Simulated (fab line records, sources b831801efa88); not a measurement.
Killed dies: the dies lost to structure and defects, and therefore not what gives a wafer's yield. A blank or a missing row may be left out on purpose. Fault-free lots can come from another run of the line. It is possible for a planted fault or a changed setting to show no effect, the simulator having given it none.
fab line records | flow gf180mcu | part 1 of 2: steps 1 to 29 of 39
record: lots: 5 wafers: 15 last_day: 34
route steps=602 shown V3@441 M4@456 V4@476
lots that met no fault: from a run of the same line without faults
start_h: hours from the record's opening day to when the first of the lot's shown wafers began | wait_h: time in hours since the lot's previous step | " as in the row above | L1.1+2: a single row standing in for several wafers | - value missing, or start not given | * or withheld: withheld | < > ~ a bound
route shown NAME@n: names a module that has steps shown in the file, with the first one's number in the route | usual: mean/standard deviation of fault-free wafers | same: alike in all rows | chamber/n: place in a boat | sites: readings site by site | _std_site: how widely they spread, as a standard deviation | _edge_site: outer sites' mean less inner sites' | radius_mm: for every site, how far away it sits from the centre of the wafer | mask NAME#n: copy n | behind: tool/chamber where the wafer was last shaped | hold: why the lot went on hold/how many hours it stayed there/how the hold came to an end | device: whichever transistor did not switch (one of n, p or np) | end of line: tests of these same wafers at the route's end | step lacking rows: just its recipe | killed: not the wafer's yield, but the dies lost to structure and defects at the first sort | map: per-die view of a wafer (x killed, . not killed, _ where there is no die)
set.NAME: the setting the step ran with; set.NAME@STEP: the setting that earlier step ran with | model.NAME: the simulator's own value behind a step, which no gauge read
certain route steps with their lots: each step a table, each wafer a row
services: a tool's chamber out of use, with start hour (start_h, from the record's first day; less than 0 if before it), hours out, and reason
== steps ==
step: GF_V3_PEB_12
recipe: peb_temp_c: 135 peb_time_s: 90 resist: KrF
columns lot.wafer tool chamber start_h wait_h
L080.2+5+6 litho_track-02 0 - -
L086.4+5+6 litho_track-02 0 - -
L089.2+3+4 litho_track-02 0 - -
L096.4+5+6 litho_track-03 0 - -
L097.1+2+3 litho_track-01 0 - -
step: GF_V3_DEVELOP_13
recipe: develop_time_s: 60 resist: KrF dev_temp_c: 21
usual: developer_temp_C: 21.00/0.11
columns lot.wafer tool chamber start_h wait_h developer_temp_C
L080.2 litho_track-02 0 565.47 0.2 20.82
L080.5 " 0 " " 20.78
L080.6 " 0 " " 20.87
L086.4 litho_track-02 0 619.22 0.1 21.06
L086.5 " 0 " " 21.03
L086.6 " 0 " " 21.15
L089.2 litho_track-02 0 643.97 0.2 21.02
L089.3 " 0 " " 21.04
L089.4 " 0 " " 20.94
L096.4 litho_track-03 0 684.48 0.1 21.09
L096.5 " 0 " " 21.15
L096.6 " 0 " " 20.98
L097.1 litho_track-01 0 691.47 0.2 20.95
L097.2 " 0 " " 21.03
L097.3 " 0 " " 20.75
step: GF_V3_CD_MEAS_14
recipe: target_cd_nm: 260
usual: cd_nm: 260.2/1.1
columns lot.wafer tool chamber start_h wait_h cd_nm
L080.2 cd_sem-02 - 565.62 0.1 259.2
L080.5 " - " " 260.1
L080.6 " - " " 258.3
L086.4 cd_sem-02 - 619.36 0.1 258.4
L086.5 " - " " 260.0
L086.6 " - " " 258.9
L089.2 cd_sem-01 - 644.12 0.1 259.7
L089.3 " - " " 259.2
L089.4 " - " " 260.0
L096.4 cd_sem-02 - 684.62 0.1 260.2
L096.5 " - " " 259.4
L096.6 " - " " 259.2
L097.1 cd_sem-01 - 691.62 0.1 261.1
L097.2 " - " " 260.6
L097.3 " - " " 260.1
step: GF_V3_OVL_MEAS_15
usual: V3_OVL: -2/6.1
columns lot.wafer tool chamber start_h wait_h V3_OVL[nm]
L080.2 overlay-02 - 565.72 0.1 -6
L080.5 " - " " -11
L080.6 " - " " -10
L086.4 overlay-01 - 619.43 0.1 0
L086.5 " - " " -1
L086.6 " - " " 2
L089.2 overlay-02 - 644.22 0.1 -14
L089.3 " - " " -10
L089.4 " - " " -14
L096.4 overlay-01 - 684.69 0.1 5
L096.5 " - " " 6
L096.6 " - " " 3
L097.1 overlay-02 - 691.74 0.1 -1
L097.2 " - " " -1
L097.3 " - " " -2
step: GF_V3_ETCH_16
recipe: chemistry: N2/H2 target_depth_a: withheld overetch_a: withheld time_s: withheld target: BARC ion_energy_ev: 200 source_w: 500 bias_w: 100 pressure_mtorr: 30 n2_flow_sccm: 100 h2_flow_sccm: 200
usual: drypump_motor_current_A: 5.8/0.49 oes_product_au: 0.855/0.0048 throttle_valve_pct: 13.227/0.0089
columns lot.wafer tool chamber start_h wait_h drypump_motor_current_A oes_product_au throttle_valve_pct
L080.2 rie_diel-03 1 565.75 0.0 6.3 0.854 13.231
L080.5 " 3 " " 6.1 0.853 13.213
L080.6 " 2 " " 5.8 0.854 13.231
L086.4 rie_diel-03 0 619.47 0.0 5.3 0.852 13.242
L086.5 " 3 " " 6.1 0.863 13.236
L086.6 " 1 " " 6.3 0.857 13.221
L089.2 rie_diel-03 1 644.25 0.0 6.3 0.851 13.229
L089.3 " 0 " " 5.3 0.843 13.215
L089.4 " 3 " " 6.1 0.859 13.215
L096.4 rie_diel-02 1 684.71 0.0 5.3 0.854 13.245
L096.5 " 3 " " 6.0 0.855 13.238
L096.6 " 2 " " 6.6 0.854 13.238
L097.1 rie_diel-04 3 691.78 0.0 5.1 0.854 13.236
L097.2 " 0 " " 6.1 0.857 13.224
L097.3 " 2 " " 6.0 0.858 13.234
step: GF_V3_ETCH_17
recipe: chemistry: C4F8/O2/Ar mask_material: KrF target: SiO2 stop_on: TiN source_w: 1500 bias_w: 1200 pressure_mtorr: 40 c4f8_flow_sccm: withheld O2_flow_sccm: 6 Ar_flow_sccm: 300 time_s: withheld target_depth_a: 6350
usual: oes_product_au: 0.856/0.005
columns lot.wafer tool chamber start_h wait_h oes_product_au
L080.2 rie_diel-03 1 - - 0.857
L080.5 " 3 " " 0.860
L080.6 " 2 " " 0.850
L086.4 rie_diel-03 0 - - 0.857
L086.5 " 3 " " 0.855
L086.6 " 1 " " 0.845
L089.2 rie_diel-03 1 - - 0.854
L089.3 " 0 " " 0.847
L089.4 " 3 " " 0.852
L096.4 rie_diel-02 1 - - 0.858
L096.5 " 3 " " 0.849
L096.6 " 2 " " 0.854
L097.1 rie_diel-04 3 - - 0.855
L097.2 " 0 " " 0.860
L097.3 " 2 " " 0.858
step: GF_V3_STRIP_18
recipe: chemistry: O2/N2 power_w: 1400 pressure_mtorr: 1500 platen_temp_c: 250 o2_flow_sccm: 3000 n2_flow_sccm: 300 overash_fraction: 0.5
usual: drypump_motor_current_A: 5.8/0.35 heater_power_w: 348/32 oes_product_au: 0.594/0.005
columns lot.wafer tool chamber start_h wait_h drypump_motor_current_A heater_power_w oes_product_au rf_hours_counter_h
L080.2 plasma_asher-01 0 565.88 - 5.6 331 0.590 48
L080.5 " 0 " " 5.6 328 0.590 -
L080.6 " 1 " " 6.1 390 0.587 -
L086.4 plasma_asher-01 1 619.61 - 6.1 385 0.599 -
L086.5 " 1 " " 6.1 404 0.606 -
L086.6 " 0 " " 5.6 330 0.602 -
L089.2 plasma_asher-01 0 644.38 - 5.6 322 0.597 56
L089.3 " 0 " " 5.6 328 0.603 -
L089.4 " 1 " " 6.1 394 0.590 -
L096.4 plasma_asher-02 1 684.87 - 5.4 331 0.597 -
L096.5 " 1 " " 5.4 326 0.593 -
L096.6 " 0 " " 6.2 307 0.589 -
L097.1 plasma_asher-01 0 691.90 - 5.6 319 0.591 61
L097.2 " 1 " " 6.1 402 0.593 61
L097.3 " 0 " " 5.6 321 0.605 -
step: GF_V3_STRIP_19
recipe: chemistry: post_etch_residue_remover time_s: 1200 temp_c: 72.5
columns lot.wafer tool chamber start_h wait_h
L080.2+5+6 wet_bench-01 2 565.98 0.1
L086.4+5+6 wet_bench-04 2 619.68 0.0
L089.2+3+4 wet_bench-04 2 644.48 0.1
L096.4+5+6 wet_bench-04 1 684.94 0.0
L097.1+2+3 wet_bench-03 0 692.00 0.1
step: GF_V3_CLEAN_20
recipe: chemistry: DIW dry: n2_spin
columns lot.wafer tool chamber start_h wait_h
L080.2+5+6 wet_bench-04 3 566.35 0.0
L086.4+5+6 wet_bench-01 1 620.05 0.0
L089.2+3+4 wet_bench-01 1 644.82 0.0
L096.4+5+6 wet_bench-04 3 685.28 0.0
L097.1+2+3 wet_bench-04 1 692.35 0.0
step: GF_V3_SPUTTER_21
recipe: material: Ti target_thk_nm: 15 chamber_pressure_pa: 5 power_w: 2500 substrate_temp_c: 200 time_s: 80.02
usual: throttle_valve_pct: 30.3/0.52
columns lot.wafer tool chamber start_h wait_h throttle_valve_pct
L080.2 pvd_sputter-04 - 566.45 0.0 30.0
L080.5 " - " " 30.8
L080.6 " - " " 29.7
L086.4 pvd_sputter-02 - 620.16 0.0 31.3
L086.5 " - " " 29.9
L086.6 " - " " 29.7
L089.2 pvd_sputter-04 - 644.92 0.0 30.1
L089.3 " - " " 30.5
L089.4 " - " " 31.0
L096.4 pvd_sputter-02 - 685.37 0.0 29.8
L096.5 " - " " 30.1
L096.6 " - " " 30.4
L097.1 pvd_sputter-01 - 692.44 0.0 30.6
L097.2 " - " " 29.6
L097.3 " - " " 30.9
step: GF_V3_SPUTTER_22
recipe: material: TiN target_thk_nm: 10 chamber_pressure_pa: 5 power_w: 4000 time_s: 40
usual: throttle_valve_pct: 30.3/0.54
columns lot.wafer tool chamber start_h wait_h throttle_valve_pct
L080.2 pvd_sputter-04 - 566.51 0.0 30.2
L080.5 " - " " 30.5
L080.6 " - " " 29.9
L086.4 pvd_sputter-02 - 620.22 0.0 31.4
L086.5 " - " " 29.8
L086.6 " - " " 29.7
L089.2 pvd_sputter-04 - 644.98 0.0 30.1
L089.3 " - " " 30.6
L089.4 " - " " 30.8
L096.4 pvd_sputter-02 - 685.44 0.0 29.6
L096.5 " - " " 29.8
L096.6 " - " " 30.7
L097.1 pvd_sputter-01 - 692.50 0.0 30.9
L097.2 " - " " 29.7
L097.3 " - " " 31.5
step: GF_V3_CVD_23
recipe: material: W target_thk_nm: 350 time_s: 104.9 temp_c: 400 pressure_torr: 40
usual: heater_power_w: 896/75
columns lot.wafer tool chamber start_h wait_h heater_power_w
L080.2 cvd_w-01 1 566.55 0.0 783
L080.5 " 0 " " 959
L080.6 " 1 " " 820
L086.4 cvd_w-01 0 620.30 0.1 968
L086.5 " 1 " " 799
L086.6 " 0 " " 956
L089.2 cvd_w-01 0 645.02 0.0 962
L089.3 " 1 " " 786
L089.4 " 0 " " 974
L096.4 cvd_w-01 0 685.51 0.1 952
L096.5 " 1 " " 766
L096.6 " 0 " " 969
L097.1 cvd_w-02 0 692.54 0.0 977
L097.2 " 1 " " 886
L097.3 " 1 " " 875
step: GF_V3_RS_MEAS_24
recipe: thk_meas_gauge: four-point-probe reads: W_of_V3_CVD_23+TiN_of_V3_SPUTTER_22+Ti_of_V3_SPUTTER_21
usual: V3_W_RS: 0.326/0.003
columns lot.wafer tool chamber start_h wait_h V3_W_RS[ohm/sq]
L080.2 film_metro-02 - 566.68 0.1 0.324
L080.5 " - " " 0.324
L080.6 " - " " 0.328
L086.4 film_metro-03 - 620.44 0.1 0.325
L086.5 " - " " 0.319
L086.6 " - " " 0.324
L089.2 film_metro-02 - 645.15 0.1 0.328
L089.3 " - " " 0.323
L089.4 " - " " 0.326
L096.4 film_metro-04 - 685.65 0.1 0.324
L096.5 " - " " 0.323
L096.6 " - " " 0.326
L097.1 film_metro-03 - 692.65 0.1 0.326
L097.2 " - " " 0.325
L097.3 " - " " 0.323
step: GF_V3_THK_MEAS_25
recipe: thk_meas_gauge: xrf reads: W_of_V3_CVD_23
usual: V3_W_THK: 352/4.8
columns lot.wafer tool chamber start_h wait_h V3_W_THK[nm]
L080.2 film_metro-02 - 566.79 0.1 354
L080.5 " - " " 353
L080.6 " - " " 350
L086.4 film_metro-03 - 620.53 0.1 348
L086.5 " - " " 352
L086.6 " - " " 349
L089.2 film_metro-02 - 645.26 0.1 349
L089.3 " - " " 355
L089.4 " - " " 352
L096.4 film_metro-04 - 685.74 0.1 358
L096.5 " - " " 361
L096.6 " - " " 359
L097.1 film_metro-03 - 692.77 0.1 357
L097.2 " - " " 358
L097.3 " - " " 357
step: GF_V3_CMP_26
recipe: stop_on: SiO2 down_force_psi: 3.5 platen_rpm: 60 t_overpolish_s: 15 target_thk_nm: 0 pad_velocity_m_s: 0.94248
usual: motor_current_A: 11.0/1.5 overpolish_run_s: 15.001/0.01 slurry_filter_dp_kPa: 13.50/0.14 time_to_endpoint_s: 85/3.7
columns lot.wafer tool chamber start_h wait_h motor_current_A overpolish_run_s slurry_filter_dp_kPa time_to_endpoint_s
L080.2 cmp-02 1 566.99 0.2 8.6 15.010 13.41 87
L080.5 " 2 " " 11.2 14.994 13.57 85
L080.6 " 3 " " 9.7 15.006 13.33 83
L086.4 cmp-01 2 620.66 0.1 11.2 14.990 13.71 97
L086.5 " 0 " " 12.3 15.012 13.61 91
L086.6 " 1 " " 12.5 15.003 13.52 85
L089.2 cmp-02 1 645.31 0.0 8.2 15.016 13.67 86
L089.3 " 3 " " 9.6 14.990 13.44 87
L089.4 " 0 " " 13.3 14.993 13.47 85
L096.4 cmp-01 3 685.77 0.0 9.6 15.004 13.58 88
L096.5 " 3 " " 9.3 15.005 13.56 88
L096.6 " 0 " " 12.1 15.001 13.31 88
L097.3 cmp-01 3 692.88 0.1 9.8 15.001 13.38 85
L097.2 " 0 " " 11.6 14.991 13.46 86
L097.1 " 1 " " 12.4 15.006 13.66 80
step: GF_M4_SPUTTER_00
recipe: material: Ti target_thk_nm: 37.5 arriving_ion_energy_ev: 80 substrate_temp_c: 200 chamber_pressure_pa: 2 power_w: 4000 time_s: 150
usual: throttle_valve_pct: 30.4/0.77
columns lot.wafer tool chamber start_h wait_h throttle_valve_pct
L080.2 pvd_sputter-02 - 567.14 0.1 29.7
L080.5 " - " " 29.8
L080.6 " - " " 31.4
L086.4 pvd_sputter-03 - 620.86 0.1 31.5
L086.5 " - " " 29.6
L086.6 " - " " 29.4
L089.2 pvd_sputter-03 - 645.61 0.2 29.4
L089.3 " - " " 31.8
L089.4 " - " " 29.3
L096.4 pvd_sputter-04 - 686.07 0.2 30.5
L096.5 " - " " 30.7
L096.6 " - " " 29.9
L097.1 pvd_sputter-03 - 693.18 0.1 29.4
L097.2 " - " " 30.3
L097.3 " - " " 29.5
step: GF_M4_SPUTTER_01
recipe: material: TiN target_thk_nm: 30 power_w: 6500 time_s: 25 chamber_pressure_pa: 0.4
usual: throttle_valve_pct: 30.4/0.77
columns lot.wafer tool chamber start_h wait_h throttle_valve_pct
L080.2 pvd_sputter-02 - 567.24 0.1 30.0
L080.5 " - " " 30.0
L080.6 " - " " 31.6
L086.4 pvd_sputter-03 - 620.96 0.1 32.1
L086.5 " - " " 29.2
L086.6 " - " " 29.3
L089.2 pvd_sputter-03 - 645.71 0.1 29.4
L089.3 " - " " 31.7
L089.4 " - " " 29.4
L096.4 pvd_sputter-04 - 686.17 0.1 30.4
L096.5 " - " " 31.0
L096.6 " - " " 30.1
L097.1 pvd_sputter-03 - 693.28 0.1 29.5
L097.2 " - " " 30.3
L097.3 " - " " 29.7
step: GF_M4_SPUTTER_02
recipe: material: AlCu target_thk_nm: 450 power_w: 10600 time_s: 23.9 chamber_pressure_pa: 0.4
usual: throttle_valve_pct: 30.4/0.78
columns lot.wafer tool chamber start_h wait_h throttle_valve_pct
L080.2 pvd_sputter-02 - 567.27 0.0 30.0
L080.5 " - " " 29.9
L080.6 " - " " 31.4
L086.4 pvd_sputter-03 - 620.99 0.0 31.8
L086.5 " - " " 29.5
L086.6 " - " " 29.4
L089.2 pvd_sputter-03 - 645.75 0.0 29.5
L089.3 " - " " 32.1
L089.4 " - " " 29.4
L096.4 pvd_sputter-04 - 686.20 0.0 30.5
L096.5 " - " " 30.9
L096.6 " - " " 29.9
L097.1 pvd_sputter-03 - 693.31 0.0 29.5
L097.2 " - " " 30.3
L097.3 " - " " 29.6
step: GF_M4_SPUTTER_03
recipe: material: Ti target_thk_nm: 10 substrate_temp_c: 300 chamber_pressure_pa: 0.3 power_w: 3000 time_s: 6.7
usual: throttle_valve_pct: 30.4/0.75
columns lot.wafer tool chamber start_h wait_h throttle_valve_pct
L080.2 pvd_sputter-02 - 567.30 0.0 29.7
L080.5 " - " " 30.0
L080.6 " - " " 31.4
L086.4 pvd_sputter-03 - 621.02 0.0 31.7
L086.5 " - " " 29.4
L086.6 " - " " 29.4
L089.2 pvd_sputter-03 - 645.78 0.0 29.6
L089.3 " - " " 31.7
L089.4 " - " " 29.5
L096.4 pvd_sputter-04 - 686.23 0.0 30.6
L096.5 " - " " 30.7
L096.6 " - " " 29.7
L097.1 pvd_sputter-03 - 693.34 0.0 29.8
L097.2 " - " " 30.5
L097.3 " - " " 29.0
step: GF_M4_SPUTTER_04
recipe: material: TiN target_thk_nm: 50 power_w: 6500 time_s: 41.7 chamber_pressure_pa: 0.4
usual: throttle_valve_pct: 30.4/0.78
columns lot.wafer tool chamber start_h wait_h throttle_valve_pct
L080.2 pvd_sputter-02 - 567.32 0.0 29.9
L080.5 " - " " 29.9
L080.6 " - " " 31.2
L086.4 pvd_sputter-03 - 621.04 0.0 31.7
L086.5 " - " " 29.3
L086.6 " - " " 29.5
L089.2 pvd_sputter-03 - 645.80 0.0 29.3
L089.3 " - " " 31.7
L089.4 " - " " 29.5
L096.4 pvd_sputter-04 - 686.25 0.0 30.7
L096.5 " - " " 30.9
L096.6 " - " " 29.7
L097.1 pvd_sputter-03 - 693.36 0.0 29.3
L097.2 " - " " 30.2
L097.3 " - " " 29.1
step: GF_M4_RS_MEAS_05
recipe: thk_meas_gauge: four-point-probe reads: TiN_of_M4_SPUTTER_04+Ti_of_M4_SPUTTER_03+AlCu_of_M4_SPUTTER_02+TiN_of_M4_SPUTTER_01+Ti_of_M4_SPUTTER_00
usual: M4_ALCU_RS: 0.0692/0.00083
columns lot.wafer tool chamber start_h wait_h M4_ALCU_RS[ohm/sq]
L080.2 film_metro-04 - 567.38 0.0 0.0699
L080.5 " - " " 0.0700
L080.6 " - " " 0.0684
L086.4 film_metro-03 - 621.14 0.1 0.0671
L086.5 " - " " 0.0683
L086.6 " - " " 0.0677
L089.2 film_metro-01 - 645.86 0.0 0.0692
L089.3 " - " " 0.0687
L089.4 " - " " 0.0675
L096.4 film_metro-04 - 686.35 0.1 0.0685
L096.5 " - " " 0.0689
L096.6 " - " " 0.0698
L097.1 film_metro-01 - 693.40 0.0 0.0710
L097.2 " - " " 0.0700
L097.3 " - " " 0.0695
step: GF_M4_THK_MEAS_06
recipe: thk_meas_gauge: xrf reads: AlCu_of_M4_SPUTTER_02
usual: M4_ALCU_THK: 458/5.6
columns lot.wafer tool chamber start_h wait_h M4_ALCU_THK[nm]
L080.2 film_metro-04 - 567.49 0.1 456
L080.5 " - " " 454
L080.6 " - " " 463
L086.4 film_metro-03 - 621.23 0.1 472
L086.5 " - " " 463
L086.6 " - " " 468
L089.2 film_metro-01 - 645.97 0.1 455
L089.3 " - " " 459
L089.4 " - " " 467
L096.4 film_metro-04 - 686.44 0.1 467
L096.5 " - " " 461
L096.6 " - " " 456
L097.1 film_metro-01 - 693.52 0.1 449
L097.2 " - " " 453
L097.3 " - " " 453
step: GF_M4_DEHYDRATE_07
recipe: temp_c: 200 time_s: 60
columns lot.wafer tool chamber start_h wait_h
L080.2+5+6 litho_track-03 0 578.53 11.0
L086.4+5+6 litho_track-03 0 630.53 9.3
L089.2+3+4 litho_track-03 0 654.23 8.3
L096.4+5+6 litho_track-04 0 694.62 8.2
L097.1+2+3 litho_track-04 0 701.80 8.3
step: GF_M4_HMDS_08
recipe: prime_time_s: 60 prime_temp_c: 120
columns lot.wafer tool chamber start_h wait_h
L080.2+5+6 litho_track-03 0 578.68 0.1
L086.4+5+6 litho_track-03 0 630.68 0.1
L089.2+3+4 litho_track-03 0 654.38 0.1
L096.4+5+6 litho_track-04 0 694.77 0.1
L097.1+2+3 litho_track-04 0 701.95 0.1
step: GF_M4_COAT_09
recipe: resist: KrF spin_rpm: withheld resist_thk_nm: 1000
columns lot.wafer tool chamber start_h wait_h
L080.2+5+6 litho_track-03 0 578.83 0.1
L086.4+5+6 litho_track-03 0 630.83 0.1
L089.2+3+4 litho_track-03 0 654.53 0.1
L096.4+5+6 litho_track-04 0 694.92 0.1
L097.1+2+3 litho_track-04 0 702.10 0.1
step: GF_M4_SOFTBAKE_10
recipe: temp_c: 128.8 time_s: 60 resist: KrF
columns lot.wafer tool chamber start_h wait_h
L080.2+5+6 litho_track-03 0 578.98 0.1
L086.4+5+6 litho_track-03 0 630.98 0.1
L089.2+3+4 litho_track-03 0 654.68 0.1
L096.4+5+6 litho_track-04 0 695.07 0.1
L097.1+2+3 litho_track-04 0 702.25 0.1
step: GF_M4_EXPOSE_11
recipe: mask_id: Metal4 target_cd_nm: 280 na: 0.68 source_shape: conventional sigma_outer: 0.6 dose_mj: 28
columns lot.wafer tool chamber start_h wait_h mask
L080.2+5+6 krf_scanner-02 0 - - Metal4#0
L086.4+5+6 krf_scanner-01 0 - - Metal4#0
L089.2+3+4 krf_scanner-02 0 - - Metal4#0
L096.4+5+6 krf_scanner-01 0 - - Metal4#0
L097.1+2+3 krf_scanner-01 0 - - Metal4#0
step: GF_M4_PEB_12
recipe: peb_temp_c: 135 peb_time_s: 90 resist: KrF
columns lot.wafer tool chamber start_h wait_h
L080.2+5+6 litho_track-04 0 - -
L086.4+5+6 litho_track-04 0 - -
L089.2+3+4 litho_track-03 0 - -
L096.4+5+6 litho_track-01 0 - -
L097.1+2+3 litho_track-01 0 - -
step: GF_M4_DEVELOP_13
recipe: develop_time_s: 60 dev_temp_c: 21
usual: developer_temp_C: 21.01/0.1
columns lot.wafer tool chamber start_h wait_h developer_temp_C
L080.2 litho_track-04 0 588.58 0.2 21.00
L080.5 " 0 " " 21.10
L080.6 " 0 " " 21.01
L086.4 litho_track-04 0 640.87 0.1 21.04
L086.5 " 0 " " 21.03
L086.6 " 0 " " 21.13
L089.2 litho_track-03 0 664.48 0.2 21.09
L089.3 " 0 " " 21.09
L089.4 " 0 " " 21.06
L096.4 litho_track-01 0 704.59 0.1 20.97
L096.5 " 0 " " 21.12
L096.6 " 0 " " 20.99
L097.1 litho_track-01 0 711.97 0.2 20.97
L097.2 " 0 " " 20.95
L097.3 " 0 " " 21.02
